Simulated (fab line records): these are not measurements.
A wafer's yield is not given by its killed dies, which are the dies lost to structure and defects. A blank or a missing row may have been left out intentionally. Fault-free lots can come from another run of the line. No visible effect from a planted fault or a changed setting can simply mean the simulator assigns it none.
The same fault as seen by 2 desks -- flow sky130 -- what lay behind the numbers comes last; until then each desk has only its own

== METROLOGY DESK ==
What the gauges read, lot by lot, whatever tool the lot ran on: means of the sampled wafers that have a number. A lot is out of limits, marked OUT, if its mean lies more than 4 standard deviations from the usual mean; the brackets give that distance.
Columns: A = INCOMING_BOW at SKY_FIELD_ISO_BOW_MEAS_00, usual 1 um; B = FIELD_ISO_OXIDATION_01_THK at SKY_FIELD_ISO_THK_MEAS_23, usual 10.00 nm; C = PWDE_TW at SKY_PWDE_TW_MEAS_10, usual 375; D = PWDE_RS at SKY_NWELL_RS_MEAS_31, usual 5277 ohm/sq; E = cdNm at SKY_VT_ADJUST_HVTP_CD_MEAS_07, usual 380.1 nm
lot,first seen here,A,B,C,D,E
L300,day 1 10:00,3,9.83,370,5284,380.6
L302,day 1 20:00,4,10.12,369,5291,373.9
L303,day 2 01:02,4,9.72,377,5291,379.1
L304,day 2 06:02,-3,9.97,374,5281,378.9
L305,day 2 11:00,-3,9.96,376,5250,378.3
L314,day 4 08:02,-9,9.80,372,5385 (+7.2) OUT,381.1
L315,day 4 13:00,1,9.98,378,5287,379.3
L316,day 4 18:01,0,9.72,378,5281,382.7
L317,day 4 23:00,0,9.94,375,5285,380.4
L320,day 5 14:01,-9,10.00,377,5278,382.9
L322,day 6 00:00,3,10.12,378,5259,384.4
L323,day 6 05:01,-1,10.12,378,5293,382.0
This desk finds L314 out of limits, with the earliest case on L314 at day 9 08:23 (PWDE_RS at SKY_NWELL_RS_MEAS_31). L300, L302, L303, L304, L305, L315, L316, L317, L320, L322, L323: within limits.

== THE TOOL OWNER'S DESK: implanter-02 ==
The tool's own readings at SKY_PWDE_IMPLANT_08: means of the sampled wafers that have a number, for each lot that ran on this tool. A lot is out of limits, marked OUT, if its mean lies more than 4 standard deviations from the usual mean; the brackets give that distance.
Columns: A = doseIonsCm2 at SKY_PWDE_IMPLANT_08, usual 3.6e+12; B = faradayCurrentUA at SKY_PWDE_IMPLANT_08, usual 20.2
lot,first seen here,A,B
L300,day 3 18:58,3.6e+12,19.7
L304,day 5 04:41,3.6e+12,20.3
L314,day 7 12:59,3.6e+12,20.3
Finding of this desk: none of the 3 lots has anything out of limits.

== PUT TOGETHER ==
L314 would have let the metrology desk raise an alarm at day 9 08:23.
The desk of the tool owner found nothing out of limits.
On record at the tool owner's desk: L314, within its limits.
SKY_PWDE_IMPLANT_08 was run on implanter-02 by each of the lots named.

== WHAT THE SIMULATOR HAD PUT IN ==
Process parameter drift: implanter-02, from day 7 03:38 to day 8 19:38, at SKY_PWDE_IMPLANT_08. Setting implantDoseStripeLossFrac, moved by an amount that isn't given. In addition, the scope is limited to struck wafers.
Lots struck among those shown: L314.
Hours from the fault's start to each desk's first reading out of limits: the metrology desk, 53.
